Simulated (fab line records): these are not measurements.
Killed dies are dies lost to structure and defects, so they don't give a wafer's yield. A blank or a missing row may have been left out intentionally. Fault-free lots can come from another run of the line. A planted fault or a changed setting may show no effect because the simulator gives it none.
Which tool is to blame? -- flow gf180mcu -- 14 lots with 42 wafers sampled at 4 steps, on a route of 602 steps

## WHAT EACH GAUGE READ, for each wafer
GF_SALICIDE_RS_MEAS_04: measurement is done with a four-point probe. Usual: for SALICIDE_TIN_RS the level is 16.3 ohm/sq and the standard deviation is 0.33.
lot,measured,on,SALICIDE_TIN_RS (ohm/sq),flag
L158,day 15 09:52,filmMetro-04,16.0 16.0 16.0,
L159,day 15 20:47,filmMetro-02,16.0 16.0 16.3,
L160,day 15 22:58,filmMetro-04,16.6 16.5 16.5,
L171,day 20 07:22,filmMetro-04,16.1 16.7 16.8,
L173,day 21 09:44,filmMetro-03,16.0 15.8 15.9,
L174,day 21 20:00,filmMetro-02,16.4 16.5 15.9,
L175,day 21 20:22,filmMetro-04,15.9 16.0 16.1,
L177,day 22 08:25,filmMetro-04,16.8 16.2 16.6,
L178,day 22 17:01,filmMetro-02,16.1 16.7 16.5,
L179,day 23 04:10,filmMetro-03,16.6 16.5 16.5,
L180,day 23 07:32,filmMetro-02,16.1 15.8 16.0,

GF_CONTACT_THK_MEAS_26: measures by xrf. Usual: for CONTACT_W_THK the level is 295 nm and the standard deviation is 4.7.
lot,measured,on,CONTACT_W_THK (nm),flag
L158,day 16 09:42,filmMetro-01,293 295 290,
L159,day 16 20:30,filmMetro-02,292 294 296,
L160,day 16 22:19,filmMetro-02,301 300 299,
L171,day 21 09:36,filmMetro-01,292 290 295,
L173,day 22 11:19,filmMetro-02,292 288 293,
L174,day 22 21:23,filmMetro-01,292 298 297,
L175,day 22 21:55,filmMetro-04,294 295 292,
L177,day 23 09:34,filmMetro-04,294 292 298,
L178,day 23 17:43,filmMetro-01,294 301 293,
L179,day 24 04:19,filmMetro-02,299 294 304,
L180,day 24 08:09,filmMetro-02,299 294 296,

## WHAT TOOL EACH LOT RAN ON (gives the tool, then ch and the chambers of the sampled wafers, and finally the start)
lot,GF_SAB_WET_ETCH_12,GF_CONTACT_ETCH_16
L158,"wetBench-01 ch 3, day 15 09:29","rieDiel-02 ch 0,3, day 16 08:48"
L159,"wetBench-02 ch 1, day 15 20:21","rieDiel-02 ch 1,2,3, day 16 19:41"
L160,"wetBench-01 ch 0, day 15 22:32","rieDiel-04 ch 1,2,3, day 16 21:30"
L169,"wetBench-01 ch 2, day 19 10:05",-
L168,"wetBench-01 ch 1, day 19 11:15",-
L170,"wetBench-01 ch 0, day 19 21:44",-
L171,"wetBench-03 ch 1, day 20 06:56","rieDiel-04 ch 1,2,3, day 21 08:48"
L173,"wetBench-01 ch 1, day 21 09:21","rieDiel-01 ch 2,3, day 22 10:31"
L174,"wetBench-02 ch 1, day 21 19:38","rieDiel-04 ch 1,2,3, day 22 20:36"
L175,"wetBench-02 ch 2, day 21 19:59","rieDiel-02 ch 0,1,3, day 22 21:07"
L177,"wetBench-01 ch 0, day 22 08:02","rieDiel-02 ch 0,1,3, day 23 08:46"
L178,"wetBench-01 ch 3, day 22 16:38","rieDiel-01 ch 1,2, day 23 16:55"
L179,"wetBench-01 ch 0, day 23 03:44","rieDiel-04 ch 1,2, day 24 03:31"
L180,"wetBench-03 ch 2, day 23 07:08","rieDiel-04 ch 2,3, day 24 07:22"
- GF_SAB_WET_ETCH_12: etches SiO2 in dHF, target depth 22 nm, time 440 s.
- GF_CONTACT_ETCH_16: etches BARC in N2/H2.

## AS READ BY THE TOOLS THEMSELVES (means over the sampled wafers that have a number; for cases with no such wafer, the mark the record gives instead)
GF_SAB_WET_ETCH_12. Usual: bathHeatDutyPct 6.4 %, standard deviation 0.77; runLengthS 467 s, standard deviation 3.3.
lot,tool,bathHeatDutyPct (%),runLengthS (s),flag
L158,wetBench-01,7.3,467,
L159,wetBench-02,5.9,468,
L160,wetBench-01,6.3,466,
L169,wetBench-01,-,-,OFF
L168,wetBench-01,-,-,OFF
L170,wetBench-01,-,-,OFF
L171,wetBench-03,5.7,464,
L173,wetBench-01,6.4,464,
L174,wetBench-02,5.8,468,
L175,wetBench-02,6.6,465,
L177,wetBench-01,6.3,466,
L178,wetBench-01,7.2,466,
L179,wetBench-01,6.4,473,
L180,wetBench-03,7.4,476,

GF_CONTACT_ETCH_16. Usual: biasW 100.0 W, standard deviation 0.3; chamberPressureMTorr 30.003 mTorr, standard deviation 0.027; drypumpMotorCurrentA 5.8 A, standard deviation 0.62; oesProductAu 0.854 a.u., standard deviation 0.0043; throttleValvePct 13.225 %, standard deviation 0.0093.
lot,tool,biasW (W),chamberPressureMTorr (mTorr),drypumpMotorCurrentA (A),oesProductAu (a.u.),throttleValvePct (%),flag
L158,rieDiel-02,100.1,30.028,6.0,0.858,13.223,
L159,rieDiel-02,100.0,29.998,5.1,0.856,13.221,
L160,rieDiel-04,100.3,30.000,6.4,0.856,13.223,
L171,rieDiel-04,100.1,30.017,6.4,0.852,13.229,
L173,rieDiel-01,99.8,30.011,6.0,0.851,13.230,
L174,rieDiel-04,100.0,29.999,6.4,0.853,13.222,
L175,rieDiel-02,100.1,30.002,5.6,0.853,13.224,
L177,rieDiel-02,99.8,29.995,5.6,0.858,13.225,
L178,rieDiel-01,100.2,30.004,6.4,0.853,13.230,
L179,rieDiel-04,99.9,29.990,6.3,0.852,13.237,
L180,rieDiel-04,100.0,30.017,6.2,0.852,13.233,

## THE ANSWER, worked out from the rows above alone
Rule: take the mean of a lot's wafers that have a number; if it is more than 3 standard deviations from the usual mean, the lot is off. Also off: a lot with no number at a reading for which 4 or more lots have one. The other lots that the step has rows for count as sound. The gauges are gone through in route order, then the tools' own readings, and for those a lot's mean is taken as printed above. At the first step where some lot is off, the reading lying furthest off is the one used; lots without a number count as furthest.
Off at GF_SAB_WET_ETCH_12 (bathHeatDutyPct): L169, L168, L170. Without a number there: L169, L168, L170.
If a tool, at that step or one of the process steps before it, ran each lot that is off and ran no sound lot following the first of them, it fits. None of those tried fits.

## WHAT THE SIMULATOR HAD PUT IN
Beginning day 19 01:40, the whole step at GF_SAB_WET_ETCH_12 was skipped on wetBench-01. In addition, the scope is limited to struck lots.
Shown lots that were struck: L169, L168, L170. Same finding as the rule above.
